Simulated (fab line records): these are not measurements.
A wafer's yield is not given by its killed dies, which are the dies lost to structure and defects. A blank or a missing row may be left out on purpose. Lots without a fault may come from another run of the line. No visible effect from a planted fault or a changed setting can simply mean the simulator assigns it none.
A lot that was struck, set against a sound lot || flow sky130 || 20 steps out of a route of 708
Sound: the wafers L637.3, L637.4, L637.6. Struck: wafers L641.1, L641.2 (left out: L641.3, a lot-mate that was not struck); the cause follows at the end.
At each step with rows: each side's tool, then ch and its chambers, then its first start. Under that, the readings that differ: sound wafers || struck wafers || difference of the means || sigmas: that difference in standard deviations of wafers without a fault.
alike: readings with means less than 2 such deviations apart, plus words and numbers identical on both sides. not compared: withheld readings, readings lacking a value on some wafer, bounds such as >300 that could conceal the same value, and numbers that have no deviation in the record and whose values overlap.
Wherever a step has rows on one side only, a row that says differs or no value, or a row with sigmas, the two part there. Numbers that have no deviation but don't overlap get no sigmas and don't part them. A reading missing from all wafers of one side parts the sides only when that side holds two or more wafers.

first, 1 step without rows for these wafers: SKY_SONOS_ONO_WET_ETCH_16 (etches SiO2 in dHF, target depth 14 nm, time 280 s).
SKY_SONOS_ONO_STRIP_17: strips in O2/N2.
  sound on plasma_asher-04 ch 0,1, day 14 20:44; struck on plasma_asher-04 ch 0,1, day 16 03:07
{"reading": "rf_hours_counter_h (h)", "sound": "- - -", "struck": "60 60", "difference": "no value on the sound wafers", "sigmas": ""}
{"reading": "strip_time_to_endpoint_s (s)", "sound": "14.09 14.12 14.11", "struck": "14.04 13.96", "difference": -0.11, "sigmas": -2}
  alike: drypump_motor_current_A, n2_flow_sccm, o2_flow_sccm, oes_product_au
then, 3 steps without rows for these wafers: SKY_SONOS_ONO_WET_ETCH_18 (etches Si3N4 in H3PO4, target depth 15 nm, time 172 s); SKY_GATE_OXIDE_CLEAN_00 (cleans in SC1/SC2, time 150 s); SKY_GATE_OXIDE_OXIDATION_01 (stabilise 600 s, purge 300 s, target thk 10.268 nm).
SKY_GATE_OXIDE_THK_MEAS_02:
  sound: film_metro-03 at day 14 23:44; struck: film_metro-03 at day 16 06:12
  alike: GATE_OXIDE_OXIDATION_00_THK
then, 6 steps without rows for these wafers: SKY_GATE_OXIDE_DEHYDRATE_03 (time 60 s); SKY_GATE_OXIDE_HMDS_04 (prime time 60 s); SKY_GATE_OXIDE_COAT_05 (resist thk 1140 nm); SKY_GATE_OXIDE_SOFTBAKE_06 (time 60 s); SKY_GATE_OXIDE_EXPOSE_07 (exposes mask LVOM, target cd 600 nm); SKY_GATE_OXIDE_PEB_08.
SKY_GATE_OXIDE_DEVELOP_09: develop time 60 s.
  sound on litho_track-03 ch 0, day 16 03:06; struck on litho_track-03 ch 0, day 17 10:12
SKY_GATE_OXIDE_OVL_MEAS_10:
  sound: overlay-01 at day 16 03:13; struck: overlay-02 at day 17 10:21
{"reading": "GATE_OXIDE_OVL (nm)", "sound": "0.8 -0.4 1.0", "struck": "- -", "difference": "no value on the struck wafers", "sigmas": ""}
then, 2 steps without rows for these wafers: SKY_GATE_OXIDE_IMPLANT_11; SKY_GATE_OXIDE_WET_ETCH_12 (etches SiO2 in dHF, target depth 16.8 nm, time 336 s).
SKY_GATE_OXIDE_STRIP_13: strips in O2/N2.
  sound on plasma_asher-01 ch 0,1, day 16 03:31; struck on plasma_asher-04 ch 0,1, day 17 10:38
{"reading": "rf_hours_counter_h (h)", "sound": "- - -", "struck": "64 64", "difference": "no value on the sound wafers", "sigmas": ""}
  alike: drypump_motor_current_A, n2_flow_sccm, o2_flow_sccm, oes_product_au, strip_time_to_endpoint_s
SKY_GATE_OXIDE_TW_MEAS_14:
  sound: film_metro-01 at day 16 03:36; struck: film_metro-03 at day 17 10:44
{"reading": "GATE_OXIDE_TW", "sound": "226.3 225.3 225.4", "struck": "29.3 29.4", "difference": -196.3, "sigmas": -85}
then, 1 step without rows for these wafers: SKY_GATE_OXIDE_CLEAN_15 (cleans in SC1/SC2, time 150 s).
-- record jumps: 31 days separate the struck wafers' starts on either side; left off in module GATE_OXIDE, taken up again in module PAD_OPEN, whose first shown step is the route's number 708 --
SKY_PAD_OPEN_PROBE_99:
  sound: prober-01 at day 47 21:57; struck: prober-01 at day 48 14:06
{"reading": "killed_at_front_end", "sound": "12 18 16", "struck": "416 415", "difference": "+400", "sigmas": "+87"}
{"reading": "killed_dies", "sound": "86 89 82", "struck": "492 492", "difference": "+406", "sigmas": "+41"}
{"reading": "killed_on_rim", "sound": "13 20 18", "struck": "96 96", "difference": "+79", "sigmas": "+21"}
  alike: killed_at_M0_to_M3, killed_at_M4_up, killed_at_contacts, killed_at_other, killed_open, killed_short

== WHERE THEY PART ==
First at SKY_SONOS_ONO_STRIP_17; last, within this record, at SKY_PAD_OPEN_PROBE_99.

WHY: what had been put in by the simulator
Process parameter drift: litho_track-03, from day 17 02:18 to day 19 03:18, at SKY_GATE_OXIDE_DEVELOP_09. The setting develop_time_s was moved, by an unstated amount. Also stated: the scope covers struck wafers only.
